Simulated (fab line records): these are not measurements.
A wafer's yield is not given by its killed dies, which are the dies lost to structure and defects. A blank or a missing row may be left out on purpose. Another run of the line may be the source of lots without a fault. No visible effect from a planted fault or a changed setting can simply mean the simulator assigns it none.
Problem report in the 8D (eight disciplines) form, filled by code ; flow sky130 ; the parts of the form that need people (team, actions taken, sign-off) are left out

## 1. WHAT WENT WRONG
cd-nm at SKY_METAL4_CD_MEAS_13 reads a mean of 311.7 nm on 12 wafers of 4 lots; wafers without a fault read 300.2 nm with a standard deviation of 1.5. That puts it +7.7 standard deviations away from the usual mean.
The step: target cd 300 nm.
Seen first at day 45 21:04 on cd-sem-01, wafer L840.1. At this step, 36 wafers from 12 lots have a number in the record. Rule for "out" (also "out of limits"): further than 4 standard deviations from the usual mean. All remaining wafers that have a number are taken as sound.

## 2. WHAT IT IS AND WHAT IT IS NOT
question;is;is not
which readings at this step;cd-nm;-
which lots;L840, L841, L844, L845;L830, L831, L835, L839, L842, L843, L848, L851
which wafers of those lots;all that have a number;-
read on which gauges;cd-sem-01;-
when;from day 45 21:04;"up to then (12 sound wafers); but 12 sound wafers of L842, L843, L848, L851 came after"

## 3. WHAT RULES OUT EACH SUSPECT
Counting: a tool at a process step up to the reading stays a suspect if it ran every lot that is out and no sound lot after the first of them.
- the gauge at SKY_METAL4_CD_MEAS_13 has been ruled out. All the wafers that are out were read on cd-sem-01, but those of them that SKY_METAL4_EXPOSE_10 has rows for are out there too, on other tools.
- krf-scanner-01 at SKY_METAL4_EXPOSE_10 (exposes mask MM4, target cd 300 nm): kept. It ran every lot that is out, first L840 (day 45 10:04), and no sound lot after that; its last sound lot up to then is L839 (day 45 01:26). Its own readings are out on those wafers: exposure-dose-mJ-cm2.
Left after counting: krf-scanner-01 at SKY_METAL4_EXPOSE_10.

## 4. THE CAUSE (what the simulator had put in)
Process parameter drift: krf-scanner-01, from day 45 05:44 on, at SKY_METAL4_EXPOSE_10. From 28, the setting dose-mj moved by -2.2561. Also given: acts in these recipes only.
This tool alone remained once counting was done.

## 5. SEQUENCE OF EFFECTS, ordered by route
Each row: a reading where the mean over the struck wafers with a number is more than 3 standard deviations away from the usual. Only readings whose record carries a usual standard deviation are examined. hours: median over the lots of the time between each lot's start at the first step of this table that gives one and its start at this step. sigmas: the change, counted in usual standard deviations.
hours;step;reading;usual;on struck wafers;change;sigmas
0;SKY_METAL4_EXPOSE_10;exposure-dose-mJ-cm2;27.931;26.111;-1.820;-70
11;SKY_METAL4_CD_MEAS_13;cd-nm;300.2 nm;311.7;+11.5;+7.7
Here are the process steps it includes:
- SKY_METAL4_EXPOSE_10: exposes mask MM4, target cd 300 nm.
Later measuring or inspecting steps at which every struck wafer that the step has a row for has a number for every such reading, and none has moved that far: SKY_METAL4_OVL_MEAS_14, SKY_VIA4_THK_MEAS_01.

## 6. WHAT WOULD HAVE CAUGHT IT SOONER
The first out-of-limits reading at a measuring or inspecting step in this record came at day 45 21:04, 15 hours after the fault's start at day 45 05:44.
At SKY_METAL4_EXPOSE_10, the tool's own readings (exposure-dose-mJ-cm2) were out on each struck wafer the step has a row for, so an alarm limit on them would have fired on the first such wafer.
Of the lots that are out (4), L844, L845 began SKY_METAL4_EXPOSE_10 on krf-scanner-01 after day 45 21:04. A hold on the tool at that time would have spared those 2.
